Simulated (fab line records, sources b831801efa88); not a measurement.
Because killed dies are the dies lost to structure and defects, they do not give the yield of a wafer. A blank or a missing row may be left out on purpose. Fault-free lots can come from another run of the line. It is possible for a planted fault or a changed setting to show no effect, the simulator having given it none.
Comparing a struck lot with a sound one | flow sky130 | 25 out of 708 route steps
Sound: wafers L711.1, L711.3, L711.6. The struck wafers were L707.2, L707.3, L707.6. The cause is given at the end.
Per side, at each step with rows, come the tool, then ch with its chambers, and then its first start. Under that, the readings that differ: sound wafers | struck wafers | difference of the means | sigmas: that difference in standard deviations of wafers without a fault.
alike: a reading whose means differ by less than 2 such deviations, as well as words and numbers matching on both sides. not compared: withheld readings; readings where some wafer has no value; bounds like >300 that might hide an equal value; numbers whose values overlap and for which the record gives no deviation.
Wherever a step has rows on one side only, a row that says differs or no value, or a row with sigmas, the two part there. Numbers that have no deviation but don't overlap get no sigmas and don't part them. A reading that every wafer of one side lacks parts them only if that side has two wafers or more.

SKY_POLY_CUT_ETCH_11: etches Si3N4 in CF4/CH2F2/Ar, stops on poly-Si, time 42.5 s, target depth 60 nm.
  sound on rie-diel-02 ch 0,3, day 29 05:11; struck on rie-diel-01 ch 2,3, day 27 22:35
  alike: drypump-motor-current-A, oes-product-au, throttle-valve-pct
  not compared: rf-hours-counter-h
SKY_POLY_CUT_STRIP_12: strips in O2/N2.
  sound on plasma-asher-01 ch 1, day 29 05:14; struck on plasma-asher-03 ch 0, day 27 22:37
  alike: chamber-pressure-mTorr, drypump-motor-current-A, oes-product-au, strip-time-to-endpoint-s
  not compared: rf-hours-counter-h
then, 7 steps without rows for these wafers: SKY_SD_P_DEHYDRATE_00 (time 60 s); SKY_SD_P_HMDS_01 (prime time 60 s); SKY_SD_P_COAT_02 (resist thk 1140 nm); SKY_SD_P_SOFTBAKE_03 (time 60 s); SKY_SD_P_EXPOSE_04 (exposes mask PSDM, target cd 380 nm); SKY_SD_P_PEB_05; SKY_SD_P_DEVELOP_06 (develop time 60 s).
SKY_SD_P_CD_MEAS_07 targets a cd of 380 nm.
  sound on cd-sem-01, day 30 09:23; struck on cd-sem-02, day 29 03:01
  alike: cd-nm
SKY_SD_P_OVL_MEAS_08:
  sound on overlay-01, day 30 09:31; struck on overlay-02, day 29 03:07
  reading       | sound          | struck      | difference | sigmas
  SD_P_OVL (nm) | -1.3 -2.7 -1.0 | 2.2 2.3 2.3 | +3.9       | +2
after that, 1 step had no rows for these wafers: SKY_SD_P_IMPLANT_09.
SKY_SD_P_STRIP_10: strips in O2/N2.
  sound on plasma-asher-04 ch 0,1, day 30 09:41; struck on plasma-asher-01 ch 0, day 29 03:17
  no value came back on the struck wafers for any of 5 readings (chamber-pressure-mTorr (mTorr), drypump-motor-current-A (A) and others); on the sound wafers chamber-pressure-mTorr (mTorr) reads 1498.2 1499.8 1498.5
  reading                                   | sound | struck         | difference | sigmas
  model.NOVOLAK_of_SD_P_COAT_02.thk-nm (nm) | 0 0 0 | 1140 1138 1142 | +1140      |
  not compared: rf-hours-counter-h
SKY_SD_P_TW_MEAS_11:
  sound on film-metro-03, day 30 09:47; struck on film-metro-01, day 29 03:24
  reading | sound          | struck         | difference | sigmas
  SD_P_TW | 2856 2854 2834 | 2805 2795 2772 | -57        | -3
then, 8 steps without rows for these wafers: SKY_RES_XHIGH_DEHYDRATE_00 (time 60 s); SKY_RES_XHIGH_HMDS_01 (prime time 60 s); SKY_RES_XHIGH_COAT_02 (resist thk 1140 nm); SKY_RES_XHIGH_SOFTBAKE_03 (time 60 s); SKY_RES_XHIGH_EXPOSE_04 (exposes mask URPM, target cd 1270 nm); SKY_RES_XHIGH_PEB_05; SKY_RES_XHIGH_DEVELOP_06 (develop time 60 s); SKY_RES_XHIGH_IMPLANT_07.
SKY_RES_XHIGH_STRIP_08: strips in O2/N2.
  sound on plasma-asher-02 ch 0,1, day 31 13:26; struck on plasma-asher-04 ch 0, day 30 07:23
  reading                      | sound             | struck            | difference | sigmas
  drypump-motor-current-A (A)  | 6.1 6.6 6.1       | 4.7 4.7 4.7       | -1.6       | -3
  strip-time-to-endpoint-s (s) | 14.24 14.24 14.24 | 31.32 31.27 31.37 | +17.08     | +99 or more
  alike: chamber-pressure-mTorr, oes-product-au
  not compared: rf-hours-counter-h
SKY_RES_XHIGH_TW_MEAS_09:
  sound on film-metro-03, day 31 13:32; struck on film-metro-03, day 30 07:29
  reading      | sound          | struck   | difference | sigmas
  RES_XHIGH_TW | 1653 1651 1654 | 30 30 30 | -1623      | -99 or more
then, 1 step without rows for these wafers: SKY_SD_N_DEHYDRATE_00 (time 60 s).

== WHERE THEY PART ==
At SKY_SD_P_OVL_MEAS_08 first; at SKY_RES_XHIGH_TW_MEAS_09 last (within this record only).

WHY: what the simulator had put in
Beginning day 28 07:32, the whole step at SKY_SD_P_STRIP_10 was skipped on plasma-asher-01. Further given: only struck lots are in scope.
